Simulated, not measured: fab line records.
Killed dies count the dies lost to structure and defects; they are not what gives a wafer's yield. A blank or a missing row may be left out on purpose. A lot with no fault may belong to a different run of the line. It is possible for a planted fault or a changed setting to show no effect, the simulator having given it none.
Which tool did it? -- flow gf180mcu -- 6 lots, 18 wafers sampled, at 1 step of a route of 602

WHAT EACH GAUGE READ, for each wafer
GF_PSD_CD_MEAS_07 targets a cd of 400 nm.
lot,measured,on,cd_nm (nm)
L915,day 15 05:10,cd_sem-01,402.7 401.0 401.9
L918,day 16 08:21,cd_sem-01,398.9 399.5 398.3
L922,day 18 00:55,cd_sem-01,398.3 398.8 399.6
L929,day 20 04:36,cd_sem-02,398.4 400.0 401.1
L933,day 21 15:22,cd_sem-01,397.4 397.2 397.6
L935,day 22 09:00,cd_sem-01,400.9 403.2 400.5

EACH LOT AND THE TOOL THAT RAN IT (in order: tool; ch and the chambers of the sampled wafers; start)
The record shows no process step preceding these readings.

THE ANSWER, worked out from the rows above alone
Rule: the usual values come from the lots themselves. Put in order of their means at a reading, lots are off if they are a third of the lots or fewer, leave a main group of 4 or more, and stand apart from it by a gap of 3 or more times the standard deviation of the main group's means; of several such gaps the widest counts. A main group whose means are all the same, to the digits that the tables above print for the reading, isn't used. A lot without any number at a reading at which 4 lots or more have one is off too. All remaining lots with rows at the step are treated as sound.
No lot is off on any of the readings shown, so nothing can be concluded from this.

WHAT THE SIMULATOR HAD PUT IN
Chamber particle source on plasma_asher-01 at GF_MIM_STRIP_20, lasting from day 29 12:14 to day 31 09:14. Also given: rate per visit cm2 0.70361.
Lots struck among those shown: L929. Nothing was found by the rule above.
